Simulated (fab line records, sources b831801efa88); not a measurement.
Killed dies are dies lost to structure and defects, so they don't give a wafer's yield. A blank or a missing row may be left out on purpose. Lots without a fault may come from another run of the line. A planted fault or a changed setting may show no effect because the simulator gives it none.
fab line records | flow sky130
record lots=12 wafers=36 last_day=50
route steps=708 shown VIA2@530 CAPM@549 METAL3@557 PAD_OPEN@708
lots that met no fault: from a run of the same line without faults
start_h: hours from the record's first day to the start of the lot's first wafer shown | wait_h: hours since the lot's step before | " the same as in the row above | L1.1+2: a row that stands for several wafers | - no value, or no start given | * or withheld: withheld | < > ~ a bound
route shown NAME@n: a module of which the file shows steps, and the number in the route of the first | usual: mean/standard deviation of fault-free wafers | same: alike in all rows | chamber/n: place in a boat | sites: the reading at each site | _std_site: their standard deviation | _edge_site: outer sites' mean less inner sites' | radius_mm: how far each site lies from the wafer's centre | mask NAME#n: copy n | behind: the tool/chamber that last shaped the wafer | hold: why the lot was held/for how many hours/how that ended | device: the transistor (n, p or np) that didn't switch | end of line: the same wafers' tests at the end of the route | a step without rows: its recipe alone | killed: dies lost to structure and defects at the first sort, not the wafer's yield | map: a wafer's dies, x killed, . not, _ none there
set.NAME: the setting as run; set.NAME@STEP: as run at that earlier step | model.NAME: the simulator's own value behind a step, which no gauge read
steps of the route over a sample of lots; a table a step, a row a wafer
services: from which hour (start_h, from the record's first day; less than 0 if before it) a tool's chamber was out of use, for how many hours, and why
## steps
# step SKY_VIA2_THK_MEAS_23
# recipe thk_meas_gauge=xrf reads=W_of_VIA2_CVD_21
# usual VIA2_W_THK=426/9.6
# columns lot.wafer tool chamber start_h wait_h VIA2_W_THK[nm]
L444.1 film_metro-04 - 852.45 0.1 420
L444.2 " - " " 419
L444.4 " - " " 417
L445.2 film_metro-04 - 863.45 0.1 428
L445.4 " - " " 435
L445.6 " - " " 440
L446.1 film_metro-03 - 871.72 0.1 422
L446.4 " - " " 423
L446.6 " - " " 417
L447.2 film_metro-02 - 880.52 0.1 441
L447.3 " - " " 428
L447.6 " - " " 448
L452.2 film_metro-04 - 919.30 0.1 424
L452.3 " - " " 427
L452.5 " - " " 420
L456.3 film_metro-03 - 948.33 0.1 424
L456.4 " - " " 419
L456.6 " - " " 422
L458.2 film_metro-04 - 953.02 0.1 415
L458.3 " - " " 432
L458.5 " - " " 426
L460.1 film_metro-03 - 975.35 0.1 422
L460.5 " - " " 422
L460.6 " - " " 415
L462.1 film_metro-02 - 989.10 0.1 438
L462.3 " - " " 442
L462.6 " - " " 440
L464.1 film_metro-03 - 1001.71 0.1 416
L464.4 " - " " 425
L464.5 " - " " 426
L465.1 film_metro-04 - 1009.32 0.1 433
L465.2 " - " " 415
L465.3 " - " " 424
L466.2 film_metro-03 - 1013.15 0.1 419
L466.4 " - " " 414
L466.6 " - " " 414
# step SKY_CAPM_OVL_MEAS_12
# usual CAPM_OVL=-0.6/1.4
# columns lot.wafer tool chamber start_h wait_h CAPM_OVL[nm]
L444.1 overlay-02 - 878.99 0.1 -0.1
L444.2 " - " " -0.5
L444.4 " - " " -1.6
L445.2 overlay-02 - 890.25 0.1 -0.4
L445.4 " - " " -0.1
L445.6 " - " " -2.9
L446.1 overlay-01 - 898.30 0.1 -3.6
L446.4 " - " " -0.7
L446.6 " - " " -2.4
L447.2 overlay-01 - 906.55 0.1 -1.7
L447.3 " - " " 0.6
L447.6 " - " " -1.3
L452.2 overlay-01 - 944.65 0.1 -2.7
L452.3 " - " " -2.2
L452.5 " - " " -3.1
L456.3 overlay-02 - 972.30 0.1 1.0
L456.4 " - " " 0.1
L456.6 " - " " 1.4
L458.2 overlay-01 - 976.95 0.1 -2.4
L458.3 " - " " -1.7
L458.5 " - " " -1.8
L460.1 overlay-01 - 999.69 0.1 -1.9
L460.5 " - " " -1.3
L460.6 " - " " -1.1
L462.1 overlay-01 - 1012.60 0.1 0.8
L462.3 " - " " 1.5
L462.6 " - " " 2.1
L464.1 overlay-02 - 1024.94 0.1 2.1
L464.4 " - " " 1.4
L464.5 " - " " 1.2
L465.1 overlay-02 - 1032.60 0.1 -0.5
L465.2 " - " " -0.7
L465.3 " - " " -1.6
L466.2 overlay-02 - 1036.00 0.1 1.8
L466.4 " - " " 1.5
L466.6 " - " " -0.4
# step SKY_METAL3_COAT_07
# recipe resist=BARC temp_c=withheld time_s=withheld spin_rpm=3000 resist_thk_nm=60
# columns lot.wafer tool chamber start_h wait_h
L444.1+2+4 litho_track-01 0 892.14 0.1
L445.2+4+6 litho_track-02 0 903.05 0.1
L446.1+4+6 litho_track-01 0 911.19 0.1
L447.2+3+6 litho_track-01 0 919.72 0.1
L452.2+3+5 litho_track-01 0 957.17 0.1
L456.3+4+6 litho_track-01 0 984.80 0.1
L458.2+3+5 litho_track-02 0 989.50 0.1
L460.1+5+6 litho_track-04 0 1012.50 0.1
L462.1+3+6 litho_track-02 0 1024.37 0.1
L464.1+4+5 litho_track-04 0 1036.35 0.1
L465.1+2+3 litho_track-02 0 1043.67 0.1
L466.2+4+6 litho_track-02 0 1047.15 0.1
# step SKY_METAL3_ETCH_16
# recipe chemistry=N2/H2 target=BARC ion_energy_ev=200 bias_w=100 pressure_mtorr=30 n2_flow_sccm=100 h2_flow_sccm=200 icp_w=500 stop_on=SiO2 time_s=88.2 target_depth_a=600
# usual drypump_motor_current_A=5.5/0.52 oes_product_au=0.626/0.0048 throttle_valve_pct=13.205/0.0089
# columns lot.wafer tool chamber start_h wait_h drypump_motor_current_A oes_product_au rf_hours_counter_h throttle_valve_pct
L444.1 rie_metal-01 0 905.38 0.1 6.2 0.625 9 13.195
L444.2 " 0 " " 6.3 0.622 - 13.218
L444.4 " 0 " " 6.3 0.624 - 13.207
L445.2 rie_metal-02 1 915.63 0.0 5.6 0.622 4 13.221
L445.4 " 1 " " 5.6 0.629 - 13.198
L445.6 " 0 " " 5.4 0.627 - 13.201
L446.1 rie_metal-03 1 923.74 0.0 4.8 0.626 2 13.197
L446.4 " 0 " " 5.9 0.623 - 13.183
L446.6 " 0 " " 5.9 0.631 - 13.220
L447.2 rie_metal-02 0 932.71 0.0 5.4 0.623 12 13.200
L447.3 " 1 " " 5.7 0.629 - 13.223
L447.6 " 0 " " 5.4 0.628 - 13.204
L452.2 rie_metal-02 0 969.56 0.0 5.4 0.650 14 13.217
L452.3 " 0 " " 5.4 0.645 - 13.198
L452.5 " 1 " " 5.7 0.644 - 13.205
L456.3 rie_metal-01 1 996.58 0.1 4.7 0.646 - 13.207
L456.4 " 1 " " 4.7 0.647 - 13.215
L456.6 " 1 " " 4.7 0.652 - 13.207
L458.2 rie_metal-03 1 1001.06 0.0 4.8 0.631 5 13.214
L458.3 " 1 " " 4.8 0.630 - 13.195
L458.5 " 1 " " 4.8 0.628 - 13.210
L460.1 rie_metal-03 0 1024.44 0.0 5.9 0.626 14 13.202
L460.5 " 0 " " 5.9 0.627 - 13.217
L460.6 " 1 " " 4.8 0.629 - 13.195
L462.1 rie_metal-02 1 1035.88 0.0 5.6 0.637 10 13.206
L462.3 " 1 " " 5.7 0.622 - 13.204
L462.6 " 0 " " 5.4 0.628 - 13.189
L464.1 rie_metal-03 0 1047.93 0.0 5.9 0.613 16 13.196
L464.4 " 1 " " 4.8 0.633 - 13.204
L464.5 " 0 " " 5.9 0.626 - 13.192
L465.1 rie_metal-01 0 1055.81 0.0 6.3 0.627 17 13.202
L465.2 " 1 " " 4.7 0.628 9 13.214
L465.3 " 0 " " 6.3 0.632 - 13.207
L466.2 rie_metal-01 0 1058.04 0.0 6.3 0.632 18 13.205
L466.4 " 0 " " 6.2 0.627 - 13.209
L466.6 " 1 " " 4.7 0.623 - 13.196
# step SKY_METAL3_METAL_ETCH_18
# recipe target_depth_a=8450 stop_on=SiO2 over_etch_frac=0.3 time_s=183.1 chemistry=Cl2/BCl3 resist_sidewall_deg=88 pressure_mtorr=10 icp_w=900 bias_w=48.5 Cl2_flow_sccm=60 bcl3_flow_sccm=30
# usual drypump_motor_current_A=5.5/0.59 oes_product_au=0.865/0.0063 throttle_valve_pct=22.264/0.0082
# columns lot.wafer tool chamber start_h wait_h drypump_motor_current_A oes_product_au rf_hours_counter_h throttle_valve_pct
L444.1 rie_metal-03 1 905.60 0.0 4.8 0.863 1 22.252
L444.2 " 0 " " 5.9 0.860 9 22.250
L444.4 " 1 " " 4.8 0.873 - 22.267
L445.2 rie_metal-03 0 915.75 0.0 5.9 0.859 10 22.259
L445.4 " 0 " " 5.9 0.865 - 22.269
L445.6 " 0 " " 5.9 0.865 - 22.261
L446.1 rie_metal-02 0 923.86 0.0 5.4 0.868 11 22.259
L446.4 " 0 " " 5.4 0.872 - 22.261
L446.6 " 0 " " 5.4 0.880 - 22.266
L447.2 rie_metal-01 1 932.83 0.0 4.7 0.859 1 22.260
L447.3 " 1 " " 4.8 0.865 - 22.264
L447.6 " 1 " " 4.8 0.866 - 22.260
L452.2 rie_metal-01 0 969.74 0.1 6.2 0.860 - 22.254
L452.3 " 0 " " 6.2 0.866 - 22.268
L452.5 " 0 " " 6.2 0.866 - 22.260
L456.3 rie_metal-02 1 996.79 0.1 5.6 0.867 - 22.262
L456.4 " 0 " " 5.3 0.869 - 22.260
L456.6 " 0 " " 5.4 0.867 - 22.282
L458.2 rie_metal-01 1 1001.24 0.1 4.7 0.861 - 22.250
L458.3 " 1 " " 4.7 0.861 - 22.276
L458.5 " 1 " " 4.7 0.862 - 22.261
L460.1 rie_metal-02 1 1024.56 0.0 5.7 0.866 9 22.272
L460.5 " 0 " " 5.4 0.865 - 22.261
L460.6 " 1 " " 5.7 0.868 - 22.270
L462.1 rie_metal-03 1 1036.00 0.0 4.8 0.857 7 22.263
L462.3 " 1 " " 4.8 0.860 - 22.271
L462.6 " 1 " " 4.8 0.855 - 22.254
L464.1 rie_metal-01 1 1048.05 0.0 4.7 0.870 9 22.281
L464.4 " 0 " " 6.2 0.870 - 22.281
L464.5 " 1 " " 4.7 0.864 - 22.281
L465.1 rie_metal-02 0 1055.93 0.0 5.4 0.858 19 22.250
L465.2 " 1 " " 5.6 0.860 11 22.262
L465.3 " 0 " " 5.4 0.861 - 22.257
L466.2 rie_metal-02 0 1058.16 0.0 5.4 0.866 19 22.265
L466.4 " 1 " " 5.6 0.879 - 22.254
L466.6 " 1 " " 5.6 0.879 - 22.263
# step SKY_PAD_OPEN_PROBE_99
# usual defect_limited_yield=82.4/1.8 killed_at_M0_to_M3=43/6.5 killed_at_M4_up=3.2/1.8 killed_at_contacts=24/5.2 killed_at_front_end=15/4 killed_at_other=0.4/0.69 killed_dies=86/8.7 killed_open=47/7 killed_short=39/5.7 sort_bin_3_pad_short=0.9/0.43 sort_bin_5_function=10.5/1.4 sort_bin_6_memory=6.2/1.2 sort_n_pass=406/8.7 sort_yield_pct=82.4/1.8
# same gross_dies=492 killed_at_back_side=0 sort_bin_4_leakage[%]=0 sort_bin_8_speed[%]=0
# columns lot.wafer tool chamber start_h wait_h defect_limited_yield[%] killed_at_M0_to_M3 killed_at_M4_up killed_at_contacts killed_at_front_end killed_at_other killed_dies killed_open killed_short sort_bin_3_pad_short[%] sort_bin_5_function[%] sort_bin_6_memory[%] sort_n_pass sort_yield_pct[%]
L444.1 prober-01 - 1077.86 0.1 81.9 40 5 26 18 0 89 50 38 0.4 10.4 7.3 403 81.9
L444.2 prober-01 - 1077.91 0.1 80.7 37 1 25 31 1 95 53 39 0.4 11.2 7.7 397 80.7
L444.4 prober-01 - 1078.01 0.2 80.7 47 1 32 15 0 95 51 44 1.2 10.4 7.7 397 80.7
L445.2 prober-02 - 1086.07 0.1 80.3 55 2 25 15 0 97 44 53 0.8 11.0 7.9 395 80.3
L445.4 prober-02 - 1086.17 0.2 83.5 41 5 23 12 0 81 49 32 0.8 9.1 6.5 411 83.5
L445.6 prober-02 - 1086.27 0.2 83.7 39 3 24 14 0 80 51 29 0.4 10.8 5.1 412 83.7
L446.1 prober-01 - 1093.12 0.1 83.7 38 5 24 13 0 80 41 38 0.8 10.2 5.3 412 83.7
L446.4 prober-01 - 1093.27 0.2 82.7 40 2 22 21 0 85 46 38 0.2 11.2 5.9 407 82.7
L446.6 prober-01 - 1093.37 0.2 84.1 35 2 24 17 0 78 50 26 0.2 8.9 6.7 414 84.1
L447.2 prober-02 - 1100.05 0.1 78.9 64 4 16 20 0 104 58 46 1.8 11.2 8.1 388 78.9
L447.3 prober-02 - 1100.10 0.2 83.1 44 3 24 12 0 83 50 33 0 11.0 5.9 409 83.1
L447.6 prober-02 - 1100.25 0.2 84.3 43 3 22 9 0 77 52 25 0.4 11.0 4.3 415 84.3
L452.2 prober-01 - 1130.48 0.1 81.7 52 3 20 15 0 90 48 42 1.2 11.6 5.5 402 81.7
L452.3 prober-01 - 1130.53 0.2 84.3 39 3 23 12 0 77 36 41 0.6 10.4 4.7 415 84.3
L452.5 prober-01 - 1130.63 0.2 83.3 46 1 17 18 0 82 39 43 0.6 11.2 4.9 410 83.3
L456.3 prober-01 - 1151.54 0.2 82.7 40 3 24 18 0 85 43 42 0.6 10.6 6.1 407 82.7
L456.4 prober-01 - 1151.59 0.2 86.4 35 3 22 7 0 67 39 28 0.6 7.3 5.7 425 86.4
L456.6 prober-01 - 1151.69 0.2 82.5 35 1 39 11 0 86 48 38 1.6 9.3 6.5 406 82.5
L458.2 prober-02 - 1155.16 0.1 82.5 47 1 22 16 0 86 51 35 1.0 11.8 4.7 406 82.5
L458.3 prober-02 - 1155.21 0.2 81.3 50 1 22 19 0 92 50 42 0.8 10.4 7.5 400 81.3
L458.5 prober-02 - 1155.31 0.2 84.6 39 2 24 11 0 76 46 30 1.2 9.1 5.1 416 84.6
L460.1 prober-01 - 1173.96 0.1 83.5 41 4 17 19 0 81 38 43 1.4 8.3 6.7 411 83.5
L460.5 prober-01 - 1174.16 0.2 81.9 40 1 33 15 0 89 51 37 1.8 9.8 6.5 403 81.9
L460.6 prober-01 - 1174.21 0.2 81.5 44 1 31 15 0 91 49 42 1.2 11.8 5.5 401 81.5
L462.1 prober-01 - 1182.32 0.1 80.9 49 5 26 14 0 94 42 51 0.6 10.6 7.9 398 80.9
L462.3 prober-01 - 1182.42 0.2 82.5 46 5 25 10 0 86 51 35 1.0 9.8 6.7 406 82.5
L462.6 prober-01 - 1182.57 0.2 82.9 40 3 28 13 0 84 39 45 1.2 9.6 6.3 408 82.9
L464.1 prober-01 - 1191.71 0.1 86.2 31 4 20 13 0 68 37 31 0.8 8.5 4.5 424 86.2
L464.4 prober-01 - 1191.86 0.2 79.1 45 4 34 20 0 103 55 48 0.8 13.0 7.1 389 79.1
L464.5 prober-01 - 1191.91 0.2 82.7 36 3 24 22 0 85 47 38 1.4 11.2 4.7 407 82.7
L465.1 prober-02 - 1196.57 0.1 78.0 57 6 29 15 1 108 61 43 0.6 14.2 7.1 384 78.0
L465.2 prober-02 - 1196.62 0.1 80.5 46 7 31 12 0 96 59 36 1.0 11.6 6.9 396 80.5
L465.3 prober-02 - 1196.67 0.2 80.3 49 6 31 11 0 97 53 40 0.6 12.2 6.9 395 80.3
L466.2 prober-01 - 1198.31 0.1 84.6 37 0 21 17 1 76 45 31 0.6 8.9 5.9 416 84.6
L466.4 prober-01 - 1198.41 0.2 81.9 44 3 24 18 0 89 50 39 1.2 11.2 5.7 403 81.9
L466.6 prober-01 - 1198.51 0.2 83.3 42 2 25 13 0 82 44 38 0.6 10.6 5.5 410 83.3
# killed by level:class
L444.1 VIA3:geometric_particle:open=10 CONTACT:geometric_particle:open=9 LI_CONTACT:geometric_particle:open=8 METAL2:geometric_particle:short=7 FIELD_ISO:geometric_particle:open=6 CONTACT:geometric_particle:short=5 VIA3:geometric_particle:short=5 VIA1:geometric_particle:open=4
L444.2 CONTACT:geometric_particle:open=12 VIA3:geometric_particle:open=8 POLY_GATE:geometric_particle:short=7 FIELD_ISO:geometric_particle:short=6 FIELD_ISO:geometric_particle:open=6 VIA1:geometric_particle:open=6 METAL2:geometric_particle:short=6 POLY_GATE:geometric_particle:open=5
L444.4 VIA1:geometric_particle:open=10 LOCAL_INTERCONNECT:geometric_particle:short=9 VIA2:geometric_particle:open=8 CONTACT:geometric_particle:short=7 CONTACT:geometric_particle:open=6 LI_CONTACT:geometric_particle:open=6 VIA3:geometric_particle:open=6 VIA1:geometric_particle:short=6
L445.2 CONTACT:geometric_particle:open=9 VIA1:geometric_particle:short=8 VIA1:geometric_particle:open=8 METAL1:geometric_particle:short=7 VIA2:geometric_particle:short=7 METAL2:geometric_particle:short=6 VIA2:geometric_particle:open=5 LI_CONTACT:geometric_particle:open=5
L445.4 CONTACT:geometric_particle:open=11 VIA1:geometric_particle:open=9 VIA3:geometric_particle:open=7 LI_CONTACT:geometric_particle:open=6 VIA2:geometric_particle:open=6 METAL1:geometric_particle:short=6 VIA1:geometric_particle:short=5 FIELD_ISO:geometric_particle:open=4
L445.6 VIA1:geometric_particle:open=13 CONTACT:geometric_particle:open=8 VIA2:geometric_particle:open=7 LI_CONTACT:geometric_particle:open=6 VIA3:geometric_particle:open=6 CONTACT:geometric_particle:short=5 LOCAL_INTERCONNECT:geometric_particle:short=4 FIELD_ISO:geometric_particle:short=3
L446.1 VIA1:geometric_particle:open=11 CONTACT:geometric_particle:open=8 FIELD_ISO:geometric_particle:short=7 LI_CONTACT:geometric_particle:open=5 LOCAL_INTERCONNECT:geometric_particle:short=5 METAL1:geometric_particle:short=5 METAL2:geometric_particle:short=5 METAL1:geometric_particle:open=4
L446.4 VIA1:geometric_particle:open=13 CONTACT:geometric_particle:open=8 POLY_GATE:geometric_particle:short=7 VIA3:geometric_particle:open=7 LI_CONTACT:geometric_particle:open=6 FIELD_ISO:geometric_particle:short=4 POLY_GATE:geometric_particle:open=4 CONTACT:geometric_particle:short=4
L446.6 VIA1:geometric_particle:open=14 LI_CONTACT:geometric_particle:open=8 FIELD_ISO:geometric_particle:open=7 LI_CONTACT:geometric_particle:short=6 METAL2:geometric_particle:short=5 CONTACT:geometric_particle:open=5 VIA3:geometric_particle:open=4 VIA2:geometric_particle:open=4
L447.2 VIA1:geometric_particle:open=11 VIA2:geometric_particle:open=11 VIA3:geometric_particle:open=8 VIA1:geometric_particle:short=8 CONTACT:geometric_particle:open=7 FIELD_ISO:geometric_particle:short=6 METAL1:geometric_particle:short=6 FIELD_ISO:geometric_particle:open=5
L447.3 VIA1:geometric_particle:open=10 VIA2:geometric_particle:open=8 CONTACT:geometric_particle:open=8 METAL2:geometric_particle:short=8 LI_CONTACT:geometric_particle:open=7 CONTACT:geometric_particle:short=4 METAL2:geometric_particle:open=4 VIA3:geometric_particle:open=4
L447.6 CONTACT:geometric_particle:open=12 VIA3:geometric_particle:open=10 VIA2:geometric_particle:open=9 VIA1:geometric_particle:open=5 LI_CONTACT:geometric_particle:open=4 LOCAL_INTERCONNECT:geometric_particle:short=4 METAL2:geometric_particle:short=4 METAL1:geometric_particle:short=3
L452.2 VIA1:geometric_particle:open=12 VIA1:geometric_particle:short=12 CONTACT:geometric_particle:open=10 VIA2:geometric_particle:open=6 CONTACT:geometric_particle:short=5 METAL1:geometric_particle:short=5 VIA3:geometric_particle:open=5 POLY_GATE:geometric_particle:open=4
L452.3 VIA1:geometric_particle:open=9 LI_CONTACT:geometric_particle:open=8 CONTACT:geometric_particle:short=8 VIA1:geometric_particle:short=8 VIA3:geometric_particle:open=5 FIELD_ISO:geometric_particle:short=4 CONTACT:geometric_particle:open=4 METAL2:geometric_particle:short=4
L452.5 METAL2:geometric_particle:short=13 VIA1:geometric_particle:open=10 METAL1:geometric_particle:short=7 FIELD_ISO:geometric_particle:short=6 CONTACT:geometric_particle:short=6 CONTACT:geometric_particle:open=6 POLY_GATE:geometric_particle:open=5 VIA1:geometric_particle:short=5
L456.3 VIA1:geometric_particle:open=13 CONTACT:geometric_particle:open=9 LOCAL_INTERCONNECT:geometric_particle:short=6 METAL1:geometric_particle:short=5 VIA1:geometric_particle:short=5 VIA2:geometric_particle:open=5 FIELD_ISO:geometric_particle:open=4 FIELD_ISO:geometric_particle:short=4
L456.4 LI_CONTACT:geometric_particle:open=9 VIA1:geometric_particle:open=8 CONTACT:geometric_particle:open=7 METAL1:geometric_particle:short=5 VIA2:geometric_particle:open=5 VIA3:geometric_particle:open=5 METAL2:geometric_particle:short=4 CONTACT:geometric_particle:short=3
L456.6 CONTACT:geometric_particle:open=15 LI_CONTACT:geometric_particle:open=11 FIELD_ISO:geometric_particle:open=6 CONTACT:geometric_particle:short=6 VIA1:geometric_particle:open=6 METAL1:geometric_particle:short=6 VIA1:geometric_particle:short=5 VIA3:geometric_particle:short=4
L458.2 CONTACT:geometric_particle:open=10 VIA1:geometric_particle:open=9 METAL2:geometric_particle:short=8 VIA2:geometric_particle:open=8 LI_CONTACT:geometric_particle:open=6 FIELD_ISO:geometric_particle:open=5 METAL3:geometric_particle:short=5 VIA3:geometric_particle:open=5
L458.3 VIA1:geometric_particle:open=9 CONTACT:geometric_particle:open=8 FIELD_ISO:geometric_particle:open=7 METAL2:geometric_particle:short=7 VIA3:geometric_particle:open=6 POLY_GATE:geometric_particle:open=5 LOCAL_INTERCONNECT:geometric_particle:short=5 VIA1:geometric_particle:short=5
L458.5 VIA1:geometric_particle:open=12 LI_CONTACT:geometric_particle:open=7 VIA2:geometric_particle:open=7 CONTACT:geometric_particle:open=6 VIA3:geometric_particle:open=6 LOCAL_INTERCONNECT:geometric_particle:short=5 METAL3:geometric_particle:short=5 FIELD_ISO:geometric_particle:short=4
L460.1 VIA1:geometric_particle:open=11 CONTACT:geometric_particle:open=7 METAL3:geometric_particle:short=6 FIELD_ISO:geometric_particle:short=5 POLY_GATE:geometric_particle:short=5 METAL2:geometric_particle:short=5 VIA3:geometric_particle:short=5 POLY_GATE:geometric_particle:open=4
L460.5 LI_CONTACT:geometric_particle:open=11 VIA1:geometric_particle:open=10 CONTACT:geometric_particle:open=9 VIA1:geometric_particle:short=6 FIELD_ISO:geometric_particle:short=5 POLY_GATE:geometric_particle:short=5 VIA2:geometric_particle:open=5 LOCAL_INTERCONNECT:geometric_particle:open=4
L460.6 CONTACT:geometric_particle:open=12 LI_CONTACT:geometric_particle:open=7 VIA1:geometric_particle:open=7 VIA3:geometric_particle:open=7 VIA2:geometric_particle:open=7 POLY_GATE:geometric_particle:short=6 LOCAL_INTERCONNECT:geometric_particle:short=6 FIELD_ISO:geometric_particle:open=5
L462.1 VIA1:geometric_particle:open=10 METAL1:geometric_particle:short=9 VIA2:geometric_particle:open=8 CONTACT:geometric_particle:open=7 POLY_GATE:geometric_particle:short=6 METAL4:geometric_particle:short=5 LI_CONTACT:geometric_particle:open=5 LOCAL_INTERCONNECT:geometric_particle:short=5
L462.3 CONTACT:geometric_particle:open=10 VIA1:geometric_particle:open=10 VIA2:geometric_particle:open=8 METAL2:geometric_particle:short=6 VIA3:geometric_particle:open=5 FIELD_ISO:geometric_particle:open=4 LOCAL_INTERCONNECT:geometric_particle:short=4 VIA1:geometric_particle:short=4
L462.6 CONTACT:geometric_particle:open=11 VIA1:geometric_particle:short=7 VIA3:geometric_particle:open=7 LI_CONTACT:geometric_particle:open=6 LOCAL_INTERCONNECT:geometric_particle:short=6 METAL2:geometric_particle:short=6 VIA1:geometric_particle:open=5 CONTACT:geometric_particle:short=4
L464.1 VIA1:geometric_particle:open=9 LI_CONTACT:geometric_particle:open=7 SPACER:geometric_particle:short=6 VIA2:geometric_particle:open=6 CONTACT:geometric_particle:open=6 VIA1:geometric_particle:short=5 LOCAL_INTERCONNECT:geometric_particle:short=4 METAL2:geometric_particle:short=4
L464.4 CONTACT:geometric_particle:open=15 VIA1:geometric_particle:open=7 VIA3:geometric_particle:open=7 VIA2:geometric_particle:open=7 LOCAL_INTERCONNECT:geometric_particle:short=6 CONTACT:geometric_particle:short=6 METAL1:geometric_particle:short=6 FIELD_ISO:geometric_particle:open=5
L464.5 LI_CONTACT:geometric_particle:open=10 VIA2:geometric_particle:open=7 FIELD_ISO:geometric_particle:open=6 FIELD_ISO:geometric_particle:short=5 VIA1:geometric_particle:short=5 METAL2:geometric_particle:short=5 VIA3:geometric_particle:open=4 SPACER:geometric_particle:open=4
L465.1 CONTACT:geometric_particle:open=15 VIA3:geometric_particle:open=12 VIA1:geometric_particle:open=10 VIA2:geometric_particle:open=9 METAL1:geometric_particle:short=7 VIA3:geometric_particle:short=6 LI_CONTACT:geometric_particle:open=5 VIA1:geometric_particle:short=5
L465.2 VIA1:geometric_particle:open=14 VIA3:geometric_particle:open=12 LI_CONTACT:geometric_particle:open=10 CONTACT:geometric_particle:open=8 LOCAL_INTERCONNECT:geometric_particle:short=5 METAL1:geometric_particle:short=5 LI_CONTACT:geometric_particle:short=4 CONTACT:geometric_particle:short=4
L465.3 CONTACT:geometric_particle:open=10 VIA3:geometric_particle:open=10 VIA1:geometric_particle:open=10 LI_CONTACT:geometric_particle:open=9 VIA2:geometric_particle:open=8 VIA1:geometric_particle:short=7 LOCAL_INTERCONNECT:geometric_particle:short=6 METAL1:geometric_particle:short=6
L466.2 CONTACT:geometric_particle:open=12 VIA1:geometric_particle:open=8 POLY_GATE:geometric_particle:short=6 VIA3:geometric_particle:open=5 METAL2:geometric_particle:short=5 VIA2:geometric_particle:open=5 LI_CONTACT:geometric_particle:open=4 METAL1:geometric_particle:short=4
L466.4 VIA1:geometric_particle:open=12 CONTACT:geometric_particle:open=9 FIELD_ISO:geometric_particle:open=8 VIA3:geometric_particle:open=6 FIELD_ISO:geometric_particle:short=5 METAL1:geometric_particle:short=5 VIA1:geometric_particle:short=5 METAL2:geometric_particle:short=5
L466.6 CONTACT:geometric_particle:open=12 VIA2:geometric_particle:open=9 VIA3:geometric_particle:open=7 METAL2:geometric_particle:short=6 FIELD_ISO:geometric_particle:short=4 LI_CONTACT:geometric_particle:open=4 CONTACT:geometric_particle:short=4 METAL1:geometric_particle:short=4
## services
# columns tool chamber start_h hours kind
rie_metal-01 1 879.07 - clean
rie_metal-01 1 879.07 26.3 scheduled_down
rie_metal-01 1 879.07 26.3 vent_cycle
rie_metal-02 1 923.06 5.0 repair
rie_metal-02 - 958.00 2.8 pm
rie_metal-01 1 961.11 19.3 repair
rie_metal-01 0 981.77 23.3 repair
rie_metal-01 - 1050.23 2.8 pm
## key
first_sign step=SKY_METAL3_ETCH_16 reading=oes_product_au direction=up sigmas=4.4 usual=0.626 struck=0.647
effect none on later readings
met_at SKY_METAL3_COAT_07
struck_lots L452,L456
not_acting_at SKY_VIA2_THK_MEAS_23,SKY_CAPM_OVL_MEAS_12,SKY_METAL3_METAL_ETCH_18
onset_between 919.72 957.17
fault kind=process_parameter_drift tool=litho_track-01 chamber=- onset_h=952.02 steps=SKY_METAL3_COAT_07 channel=resist_thk_nm offset=4.5998 shape=step end_h=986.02 acts_in=these_recipes_only stated=60
